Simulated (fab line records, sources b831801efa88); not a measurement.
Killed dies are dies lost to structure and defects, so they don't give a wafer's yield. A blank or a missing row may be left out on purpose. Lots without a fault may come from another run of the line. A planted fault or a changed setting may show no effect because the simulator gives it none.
Which tool did it? | flow sky130 | 14 lots, 42 wafers sampled, at 5 steps of a route of 708

WHAT THE GAUGES READ, wafer by wafer
SKY_VIA2_BOW_MEAS_03. Usual: VIA2_BOW 86 um, standard deviation 7.6.
lot  | measured     | on            | VIA2_BOW (um) | flag
L742 | day 35 02:47 | film_metro-04 | 104 87 85     |
L743 | day 35 04:28 | film_metro-02 | 82 95 94      |
L744 | day 35 23:55 | film_metro-01 | 86 95 86      |
L746 | day 36 23:40 | film_metro-01 | 80 80 84      |
L749 | day 37 11:35 | film_metro-02 | 84 97 67      |
L750 | day 37 23:41 | film_metro-04 | 91 82 91      |
L753 | day 38 19:53 | film_metro-04 | 90 86 85      |
L757 | day 40 02:05 | film_metro-04 | 90 83 91      |
L758 | day 40 09:01 | film_metro-01 | 97 98 100     |
L761 | day 40 23:14 | film_metro-01 | 81 82 82      |
L762 | day 41 03:15 | film_metro-01 | 86 85 84      |
L763 | day 41 07:13 | film_metro-04 | 101 86 80     |
L764 | day 41 20:14 | film_metro-02 | 74 73 76      |
L765 | day 42 09:54 | film_metro-04 | 85 79 84      |

SKY_VIA2_CD_MEAS_12: target cd 200 nm. Usual: cd_nm 199.9 nm, standard deviation 1.6.
lot  | measured     | on        | cd_nm (nm)        | flag
L742 | day 36 04:56 | cd_sem-02 | 200.5 201.6 202.2 |
L743 | day 36 06:31 | cd_sem-02 | 198.6 200.7 199.8 |
L744 | day 37 02:26 | cd_sem-02 | 197.5 198.3 196.8 |
L746 | day 38 01:25 | cd_sem-02 | 197.5 196.6 197.8 |
L749 | day 38 13:24 | cd_sem-02 | 200.2 198.7 201.0 |
L750 | day 39 00:47 | cd_sem-02 | 169.4 200.7 200.7 | OFF
L753 | day 39 20:34 | cd_sem-02 | 202.1 168.3 168.6 | OFF
L757 | day 41 02:48 | cd_sem-01 | 199.7 200.1 200.0 |
L758 | day 41 09:28 | cd_sem-02 | 200.9 198.6 200.6 |
L761 | day 41 23:23 | cd_sem-01 | 198.6 200.4 199.4 |
L762 | day 42 03:15 | cd_sem-02 | 201.3 202.0 201.3 |
L763 | day 42 06:42 | cd_sem-01 | 201.6 199.8 200.3 |
L764 | day 42 19:30 | cd_sem-02 | 200.2 200.0 199.9 |
L765 | day 43 08:46 | cd_sem-02 | 199.3 200.8 199.8 |

WHICH TOOL RAN EACH LOT (tool, then ch and the chambers of the sampled wafers, then the start)
lot  | SKY_VIA1_ETCH_14                   | SKY_VIA1_CVD_21               | SKY_VIA2_EXPOSE_09
L742 | rie_diel-03 ch 0,1,2, day 33 20:44 | cvd_w-02 ch 0,1, day 33 21:34 | krf_scanner-01 ch 0, day 35 16:05
L743 | rie_diel-02 ch 0,3, day 33 22:19   | cvd_w-02 ch 0,1, day 33 23:10 | krf_scanner-02 ch 0, day 35 18:02
L744 | rie_diel-01 ch 2,3, day 34 19:14   | cvd_w-01 ch 0,1, day 34 20:04 | krf_scanner-02 ch 0, day 36 13:04
L746 | rie_diel-03 ch 0,2,3, day 35 18:47 | cvd_w-01 ch 0, day 35 19:32   | krf_scanner-02 ch 0, day 37 13:03
L749 | rie_diel-01 ch 0,2,3, day 36 06:08 | cvd_w-01 ch 0,1, day 36 06:53 | krf_scanner-01 ch 0, day 38 00:52
L750 | rie_diel-03 ch 0,2,3, day 36 19:08 | cvd_w-02 ch 0,1, day 36 19:55 | krf_scanner-01 ch 0, day 38 12:58
L753 | rie_diel-02 ch 0,1,2, day 37 15:16 | cvd_w-01 ch 0,1, day 37 16:00 | krf_scanner-01 ch 0, day 39 08:38
L757 | rie_diel-03 ch 0,1,3, day 38 23:01 | cvd_w-01 ch 0,1, day 38 23:46 | krf_scanner-02 ch 0, day 40 15:16
L758 | rie_diel-01 ch 1,2,3, day 39 05:19 | cvd_w-02 ch 1, day 39 06:03   | krf_scanner-02 ch 0, day 40 21:28
L761 | rie_diel-02 ch 0,1, day 39 20:01   | cvd_w-02 ch 0,1, day 39 20:45 | krf_scanner-01 ch 0, day 41 12:01
L762 | rie_diel-03 ch 1,2,3, day 39 23:26 | cvd_w-02 ch 0,1, day 40 00:11 | krf_scanner-02 ch 0, day 41 16:19
L763 | rie_diel-03 ch 0,1,2, day 40 04:37 | cvd_w-02 ch 0,1, day 40 05:21 | krf_scanner-01 ch 0, day 41 19:37
L764 | rie_diel-01 ch 1,2, day 40 17:13   | cvd_w-02 ch 0,1, day 40 17:59 | krf_scanner-02 ch 0, day 42 08:13
L765 | rie_diel-02 ch 1,3, day 41 07:32   | cvd_w-01 ch 0,1, day 41 08:17 | krf_scanner-02 ch 0, day 42 21:19
- SKY_VIA1_ETCH_14: etches BARC in N2/H2, stops on SiO2, time 45.9 s, target depth 60 nm.
- SKY_VIA1_CVD_21: deposits W, target thk 270 nm, time 80.902 s.
- SKY_VIA2_EXPOSE_09: exposes mask VIM2, target cd 200 nm.

WHAT THE TOOLS THEMSELVES READ (means of the sampled wafers that have a number; where no wafer has one, the mark that the record gives instead)
SKY_VIA1_ETCH_14. Usual: drypump_motor_current_A 5.7 A, standard deviation 0.46; n2_flow_sccm 99.98 sccm, standard deviation 0.26; oes_product_au 0.854 a.u., standard deviation 0.0048; throttle_valve_pct 13.225 %, standard deviation 0.0085.
lot  | tool        | drypump_motor_current_A (A) | n2_flow_sccm (sccm) | oes_product_au (a.u.) | throttle_valve_pct (%) | flag
L742 | rie_diel-03 | 5.9                         | 99.96               | 0.856                 | 13.224                 |
L743 | rie_diel-02 | 5.5                         | 99.96               | 0.857                 | 13.225                 |
L744 | rie_diel-01 | 5.1                         | 99.75               | 0.855                 | 13.232                 |
L746 | rie_diel-03 | 5.7                         | 100.20              | 0.850                 | 13.218                 |
L749 | rie_diel-01 | 5.5                         | 99.87               | 0.854                 | 13.225                 |
L750 | rie_diel-03 | 5.8                         | 100.08              | 0.855                 | 13.227                 |
L753 | rie_diel-02 | 5.8                         | 99.92               | 0.855                 | 13.222                 |
L757 | rie_diel-03 | 5.8                         | 99.89               | 0.848                 | 13.218                 |
L758 | rie_diel-01 | 5.3                         | 100.10              | 0.858                 | 13.218                 |
L761 | rie_diel-02 | 5.6                         | 99.82               | 0.855                 | 13.232                 |
L762 | rie_diel-03 | 6.2                         | 99.91               | 0.853                 | 13.235                 |
L763 | rie_diel-03 | 5.9                         | 99.86               | 0.854                 | 13.228                 |
L764 | rie_diel-01 | 4.9                         | 100.07              | 0.855                 | 13.219                 |
L765 | rie_diel-02 | 5.9                         | 99.88               | 0.853                 | 13.228                 |

SKY_VIA1_CVD_21. Usual: heater_power_w 873 W, standard deviation 63.
lot  | tool     | heater_power_w (W) | flag
L742 | cvd_w-02 | 899                |
L743 | cvd_w-02 | 893                |
L744 | cvd_w-01 | 893                |
L746 | cvd_w-01 | 923                |
L749 | cvd_w-01 | 906                |
L750 | cvd_w-02 | 895                |
L753 | cvd_w-01 | 898                |
L757 | cvd_w-01 | 916                |
L758 | cvd_w-02 | 772                |
L761 | cvd_w-02 | 798                |
L762 | cvd_w-02 | 805                |
L763 | cvd_w-02 | 803                |
L764 | cvd_w-02 | 792                |
L765 | cvd_w-01 | 913                |

THE ANSWER, worked out from the rows above alone
Rule: a lot is off if the mean of its wafers that have a number lies more than 3 standard deviations from the usual mean. A lot without any number at a reading at which 4 lots or more have one is off too. The other lots that the step has rows for count as sound. The gauges are gone through in route order, then the tools' own readings, and for those a lot's mean is taken as printed above. The first step at which some lot is off is used, and at that step the reading that is off furthest; a lot without a number counts as furthest.
Off: L750, L753, at SKY_VIA2_CD_MEAS_12 (cd_nm).
A tool fits if, at a process step before that reading, it ran every lot that is off, and no sound lot after the first of them. The gauges at SKY_VIA2_CD_MEAS_12 are tried like those tools. None of those tried fits.

WHAT THE SIMULATOR HAD PUT IN
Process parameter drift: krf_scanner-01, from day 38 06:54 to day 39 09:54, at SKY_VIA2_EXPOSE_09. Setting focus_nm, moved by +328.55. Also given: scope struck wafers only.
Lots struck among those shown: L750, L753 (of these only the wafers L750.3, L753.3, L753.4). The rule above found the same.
